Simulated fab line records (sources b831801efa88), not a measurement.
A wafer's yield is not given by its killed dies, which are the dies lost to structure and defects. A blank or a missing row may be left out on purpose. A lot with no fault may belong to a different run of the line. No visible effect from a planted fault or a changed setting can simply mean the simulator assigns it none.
Problem report, 8D (eight disciplines) form, completed by code | flow sky130 | the parts of the form that need people (team, actions taken, sign-off) are left out

== 1. THE PROBLEM ==
Wafers free of any fault read 0.2275 ohm/sq (standard deviation 0.0023) for VIA4_W_RS at SKY_VIA4_RS_MEAS_19, against a mean of 0.2674 ohm/sq on 5 wafers of 3 lots. That is +17 standard deviations from the usual mean.
The step: measures by four-point-probe.
The first sign was on wafer L709.1 at day 43 23:37, on film metro-04. The record holds 30 wafers of 10 lots with a number at this step. The rule behind "out" and "out of limits": a value lying over 4 standard deviations away from the usual mean. The other wafers with a number count as sound.

== 2. WHAT IT IS AND WHAT IT IS NOT ==
question                    | is                                     | is not
which readings at this step | VIA4_W_RS                              | -
which lots                  | L709, L710, L711                       | L706, L718, L719, L721, L723, L724, L726
which wafers of those lots  | L709.1, L709.5, L710.4, L710.5, L711.2 | L709.6, L710.6, L711.1, L711.5
read on which gauges        | film metro-02, film metro-04           | -
when                        | from day 43 23:37                      | up to then (4 sound wafers); but 21 sound wafers of L710, L711, L718, L719, L721, L723, L724, L726 came after

== 3. WHAT RULES OUT EACH SUSPECT ==
Counting: a tool at a process step up to the reading stays a suspect if it ran every lot that is out. Sound lots after the first of them don't rule it out here, since some wafers of a struck lot are sound.
- ruled out: the gauge at SKY_VIA4_RS_MEAS_19. The wafers that are out were read on 2 gauges (film metro-02, film metro-04).
- cvd w-01 at SKY_VIA4_CVD_18 (deposits W, target thk 505 nm, time 152.14 s): kept. Ran every lot that is out, first one L709 (day 43 23:28); last sound lot up to then L706 (day 43 05:55). Out on those wafers are its own readings of susceptor temp C.
- Within cvd w-01 at SKY_VIA4_CVD_18, the wafers that are out were processed in chamber 0 and their sound lot-mates in chamber 1.
The count leaves cvd w-01 at SKY_VIA4_CVD_18.

== 4. THE CAUSE (what the simulator had put in) ==
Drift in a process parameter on cvd w-01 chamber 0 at SKY_VIA4_CVD_18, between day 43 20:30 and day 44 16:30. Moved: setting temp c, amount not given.
Only this tool survived the counting.

== 5. THE CHAIN OF EFFECTS, in route order ==
Rows list readings where the struck wafers' mean (over those with a number) sits beyond 3 standard deviations from the usual. Readings are gone through only where the record gives a usual standard deviation; hours: the median, over the lots, of the time from a lot's start at the first step in this table giving one to that lot's start at this step; sigmas: the change measured in usual standard deviations.
hours | step                 | reading            | usual         | on struck wafers | change  | sigmas
0     | SKY_VIA4_CVD_18      | susceptor temp C   | 399.99 C      | 391.39           | -8.60   | -41
0     | SKY_VIA4_RS_MEAS_19  | VIA4_W_RS          | 0.2275 ohm/sq | 0.2674           | +0.0399 | +17
0     | SKY_VIA4_THK_MEAS_20 | VIA4_W_THK         | 509 nm        | 434              | -75     | -15
0     | SKY_VIA4_CMP_21      | time to endpoint s | 124 s         | 104              | -20     | -4.0
Here are the process steps it includes:
- SKY_VIA4_CVD_18: deposits W, target thk 505 nm, time 152.14 s.
- SKY_VIA4_CMP_21: polishes, stops on SiO2, t overpolish 25 s, target thk 0 nm.

== 6. HOW IT WOULD HAVE BEEN CAUGHT EARLIER ==
The first out-of-limits reading at a measuring or inspecting step in this record came at day 43 23:37, 3 hours after the fault's start at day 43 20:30.
The tool's own readings at SKY_VIA4_CVD_18 were out on every struck wafer that the step has a row for (susceptor temp C): an alarm limit on them would have fired on the first of those.
Of the lots that are out (3), L710, L711 began SKY_VIA4_CVD_18 on cvd w-01 after day 43 23:37. A hold on the tool at that time would have spared those 2.
